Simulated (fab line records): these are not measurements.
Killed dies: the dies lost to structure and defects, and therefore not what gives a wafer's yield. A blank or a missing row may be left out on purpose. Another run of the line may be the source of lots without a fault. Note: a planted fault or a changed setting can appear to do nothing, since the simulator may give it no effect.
Comparing a struck lot with a sound one :: flow sky130 :: 24 steps out of a route of 708
Sound: these wafers, L579.2, L579.4, L579.6. Struck: wafers L585.1, L585.5, L585.6. Last of all comes the cause.
For every step that has rows: the tool of each side, followed by ch and its chambers, followed by its first start. Under that, the readings that differ: sound wafers :: struck wafers :: difference of the means :: sigmas: that difference in standard deviations of wafers without a fault.
alike: same words and numbers on both sides, and readings whose means sit less than 2 such deviations apart. not compared: any withheld reading, any reading some wafer has no value for, any bound like >300 that may hide the same value, and any number with overlapping values for which the record gives no deviation.
The two part at a step that has a row with sigmas, a row that says differs or no value, or rows on one side only. Numbers that have no deviation but don't overlap get no sigmas and don't part them. A reading that every wafer of one side lacks parts them only if that side has two wafers or more.

first, 2 steps without rows for these wafers: SKY_POLY_GATE_CLEAN_19 (cleans in SC1/SC2, time 150 s); SKY_POLY_GATE_OXIDATION_20 (stabilise 600 s, purge 300 s, target thk 4 nm).
SKY_POLY_GATE_THK_MEAS_21:
  sound: film_metro-01 at day 15 22:11; struck: film_metro-02 at day 19 02:10
  alike: POLY_GATE_OXIDATION_THK
SKY_POLY_GATE_CD_MEAS_22:
  sound: cd_sem-02 at day 15 22:16; struck: cd_sem-01 at day 19 02:13
  alike: cd_nm
then, 7 steps without rows for these wafers: SKY_LDD_N_DEHYDRATE_00 (time 60 s); SKY_LDD_N_HMDS_01 (prime time 60 s); SKY_LDD_N_COAT_02 (resist thk 300 nm); SKY_LDD_N_SOFTBAKE_03 (time 60 s); SKY_LDD_N_EXPOSE_04 (exposes mask NTM, target cd 840 nm); SKY_LDD_N_PEB_05; SKY_LDD_N_DEVELOP_06 (develop time 60 s).
SKY_LDD_N_OVL_MEAS_07:
  sound: overlay-02 at day 17 01:47; struck: overlay-02 at day 20 09:04
reading: LDD_N_OVL (nm)
sound: -2.9 -2.5 -0.9
struck: 1.2 1.1 3.2
difference: +3.9
sigmas: +3
SKY_LDD_N_IMPLANT_08:
  sound on implanter-02 ch 0, day 17 01:51; struck on implanter-03 ch 0, day 20 09:06
reading: implant_ion_amu
sound: 75 75 75
struck: 31 31 31
difference: -44
sigmas: 

reading: model.implant.rp_nm (nm)
sound: 15.49 15.49 15.49
struck: 27.67 27.67 27.67
difference: +12.18
sigmas: 

reading: model.implant.drp_nm (nm)
sound: 7.212 7.212 7.212
struck: 12.97 12.97 12.97
difference: +5.76
sigmas: 
  alike: dose_ions_cm2, faraday_current_uA
then, 7 steps without rows for these wafers: SKY_LDD_N_IMPLANT_09; SKY_LDD_N_IMPLANT_10; SKY_LDD_N_IMPLANT_11; SKY_LDD_N_IMPLANT_12; SKY_LDD_N_IMPLANT_13; SKY_LDD_N_IMPLANT_14; SKY_LDD_N_IMPLANT_15.
SKY_LDD_N_STRIP_16: strips in O2/N2.
  sound on plasma_asher-02 ch 0,1, day 17 03:01; struck on plasma_asher-02 ch 0,1, day 20 10:18
reading: strip_time_to_endpoint_s (s)
sound: 4.298 4.331 4.321
struck: 4.224 4.233 4.221
difference: -0.091
sigmas: -6
  alike: drypump_motor_current_A, oes_product_au
  not compared: rf_hours_counter_h
SKY_LDD_N_TW_MEAS_17:
  sound: film_metro-01 at day 17 03:08; struck: film_metro-01 at day 20 10:24
  alike: LDD_N_TW
then, 1 step without rows for these wafers: SKY_LDD_P_DEHYDRATE_00 (time 60 s).
-- the record jumps here: 27 days lie between the struck wafers' starts before and after (it left off in module LDD_P and takes up again in module PAD_OPEN, whose first step shown is number 708 of the route) --
SKY_PAD_OPEN_PROBE_99:
  sound: prober-01 at day 45 00:43; struck: prober-01 at day 47 06:26
reading: model.etest.tip_n.rs_ohm_sq
sound: 445.5 442.4 446.4
struck: 383.9 382.4 379.8
difference: -62.7
sigmas: 

reading: model.etest.nfet_01v8_turned.drive_ua_um
sound: 482.2 493 474.7
struck: 550.6 570.4 562.4
difference: +77.8
sigmas: 

reading: model.etest.nfet_01v8_lvt.drive_ua_um
sound: 553.8 566.6 541.3
struck: 614.2 645 626.5
difference: +74.7
sigmas: 

reading: model.etest.nfet_01v8_swapped.drive_ua_um
sound: 481.4 494.1 477.9
struck: 538.4 563.1 550.1
difference: +66.1
sigmas: 

reading: model.etest.sram_nfet_pass.drive_ua_um
sound: 474.1 489.6 460.4
struck: 536 544.8 544.4
difference: +67
sigmas: 

reading: model.etest.nfet_01v8.drive_ua_um
sound: 480.4 490.8 478.7
struck: 532.2 558.4 546.7
difference: +62.5
sigmas: 

reading: model.etest.nfet_01v8.r_on_ohm_um
sound: 851.4 832.4 864.9
struck: 818.4 797.5 795.8
difference: -45.7
sigmas: 

reading: model.etest.res_ndiff.rs_ohm_sq
sound: 119.8 119.7 119.4
struck: 116.2 116.1 116.8
difference: -3.3
sigmas: 
  alike: killed_at_M0_to_M3, killed_at_M4_up, killed_at_contacts, killed_at_front_end, killed_at_other, killed_dies, killed_open, killed_short

== WHERE THEY PART ==
Earliest at SKY_LDD_N_OVL_MEAS_07; latest, in this record, at SKY_LDD_N_STRIP_16. Later steps at which nothing parts them and some readings are alike: SKY_LDD_N_TW_MEAS_17, SKY_PAD_OPEN_PROBE_99.

WHY: what the simulator had put in
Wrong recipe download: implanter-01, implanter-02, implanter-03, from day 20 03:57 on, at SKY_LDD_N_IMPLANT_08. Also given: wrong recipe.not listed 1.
